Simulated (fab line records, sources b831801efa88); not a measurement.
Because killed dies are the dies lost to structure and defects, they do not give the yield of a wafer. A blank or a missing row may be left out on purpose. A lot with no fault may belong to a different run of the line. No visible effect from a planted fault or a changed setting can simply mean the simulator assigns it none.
Which tool was responsible?    flow gf180mcu    6 lots, 18 wafers sampled, at 2 steps of a route of 602

== WHAT THE GAUGES READ, wafer by wafer ==
GF_HV_LDD_TW_MEAS_38.
lot   measured      on             HV_LDD_3_TW
L159  day 12 01:16  film-metro-03  1440 1435 1442
L163  day 13 00:08  film-metro-04  1435 1451 1450
L167  day 14 07:49  film-metro-01  1442 1430 1439
L169  day 15 01:27  film-metro-01  1430 1430 1427
L177  day 17 18:38  film-metro-04  1335 1339 1325
L180  day 18 17:08  film-metro-03  1441 1437 1436

== WHICH TOOL RAN EACH LOT (tool, then ch and the chambers of the sampled wafers, then the start) ==
lot   GF_HV_LDD_IMPLANT_35
L159  implanter-02 ch 0, day 12 00:53
L163  implanter-01 ch 0, day 12 23:44
L167  implanter-02 ch 0, day 14 07:26
L169  implanter-01 ch 0, day 15 01:04
L177  implanter-01 ch 0, day 17 18:17
L180  implanter-02 ch 0, day 18 16:46
- GF_HV_LDD_IMPLANT_35

== THE ANSWER, worked out from the rows above alone ==
Rule: the usual values come from the lots themselves. Put in order of their means at a reading, lots are off if they are a third of the lots or fewer, leave a main group of 4 or more, and stand apart from it by a gap of 3 or more times the standard deviation of the main group's means; of several such gaps the widest counts. If all means in a main group match to the digits the tables above print for the reading, that group is not used. Also off: a lot with no number at a reading for which 4 or more lots have one. All remaining lots with rows at the step are treated as sound.
Off: at GF_HV_LDD_TW_MEAS_38 (HV_LDD_3_TW), L177. For the main group the mean is 1438 and the standard deviation 5.2.
A tool fits if, at a process step before that reading, it ran every lot that is off, and no sound lot after the first of them. The gauges at GF_HV_LDD_TW_MEAS_38 are tried like those tools. Undecided on this evidence; 2 tools fit (implanter-01 at GF_HV_LDD_IMPLANT_35, film-metro-04 at GF_HV_LDD_TW_MEAS_38).

== WHAT THE SIMULATOR PUT IN ==
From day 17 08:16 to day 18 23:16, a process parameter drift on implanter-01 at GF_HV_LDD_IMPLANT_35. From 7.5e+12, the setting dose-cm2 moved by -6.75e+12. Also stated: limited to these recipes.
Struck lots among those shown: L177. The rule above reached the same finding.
